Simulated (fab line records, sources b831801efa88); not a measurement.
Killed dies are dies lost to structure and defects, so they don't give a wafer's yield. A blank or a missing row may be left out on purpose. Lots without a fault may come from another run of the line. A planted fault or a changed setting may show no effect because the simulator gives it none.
Problem report in the 8D (eight disciplines) form, filled by code | flow sky130 | the parts of the form that need people (team, actions taken, sign-off) are left out

1. THE PROBLEM
cathode_dc_power_W at SKY_VIA4_SPUTTER_17 reads a mean of 4194.0 W on 1 wafer of 1 lot; wafers without a fault read 4000.0 W with a standard deviation of 0.66. That is +99 or more standard deviations from the usual mean.
The step: material TiN, target thk 20 nm, time 80 s.
First seen on wafer L350.3, day 45 02:15, on pvd_sputter-01. The record holds 15 wafers of 5 lots with a number at this step. Rule for "out", or "out of limits": more than 4 standard deviations from the usual mean. The other wafers with a number count as sound.

2. WHAT IT IS AND WHAT IT IS NOT
question                    | is                 | is not
which readings at this step | cathode_dc_power_W | throttle_valve_pct
which lots                  | L350               | L343, L361, L362, L364
which wafers of those lots  | L350.3             | L350.2, L350.6
read on which tools         | pvd_sputter-01     | pvd_sputter-04
when                        | from day 45 02:15  | up to then (5 sound wafers); but 9 sound wafers of L361, L362, L364 came after

3. SUSPECTS, AND WHAT RULES EACH OUT
Counting: a tool at a process step up to the reading stays a suspect if it ran every lot that is out. Sound lots after the first of them don't rule it out here, since some wafers of a struck lot are sound.
- rie_diel-01 at SKY_VIA4_ETCH_12 (etches SiO2 in C4F8/O2/Ar, stops on TiN, target depth 580 nm): kept. It ran the lot that is out, L350 (day 45 01:35).
- plasma_asher-01 at SKY_VIA4_STRIP_13 (strips in O2/N2): kept. It ran the lot that is out, L350 (day 45 01:40).
- pvd_sputter-01 at SKY_VIA4_SPUTTER_17 (material TiN, target thk 20 nm, time 80 s): kept. It ran the lot that is out, L350 (day 45 02:15). Its own readings are out on those wafers: cathode_dc_power_W.
- Within rie_diel-01 at SKY_VIA4_ETCH_12: the wafers that are out ran in chamber 3; their sound lot-mates ran in chamber 0.
Left after counting: rie_diel-01 at SKY_VIA4_ETCH_12, plasma_asher-01 at SKY_VIA4_STRIP_13, pvd_sputter-01 at SKY_VIA4_SPUTTER_17.

4. THE CAUSE (what the simulator had put in)
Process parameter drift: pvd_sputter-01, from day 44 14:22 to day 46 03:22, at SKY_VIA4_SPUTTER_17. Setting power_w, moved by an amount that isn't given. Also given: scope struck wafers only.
Counting left 3 suspects, and this tool is among them.

5. THE CHAIN OF EFFECTS, in route order
Each row: a reading whose mean over the struck wafers that have a number lies more than 3 standard deviations from the usual. Only readings for which the record gives a usual standard deviation are gone through. hours: the time from each lot's start at the first step in this table that gives one to its start at this step, as a median over the lots. sigmas: the change in usual standard deviations.
hours | step                | reading            | usual    | on struck wafers | change | sigmas
0     | SKY_VIA4_SPUTTER_17 | cathode_dc_power_W | 4000.0 W | 4194.0           | +194.0 | +99 or more
The process steps in it:
- SKY_VIA4_SPUTTER_17: material TiN, target thk 20 nm, time 80 s.

6. WHAT WOULD HAVE CAUGHT IT SOONER
In this record the first reading out of limits was taken at day 45 02:15, 12 hours after the fault began at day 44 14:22.
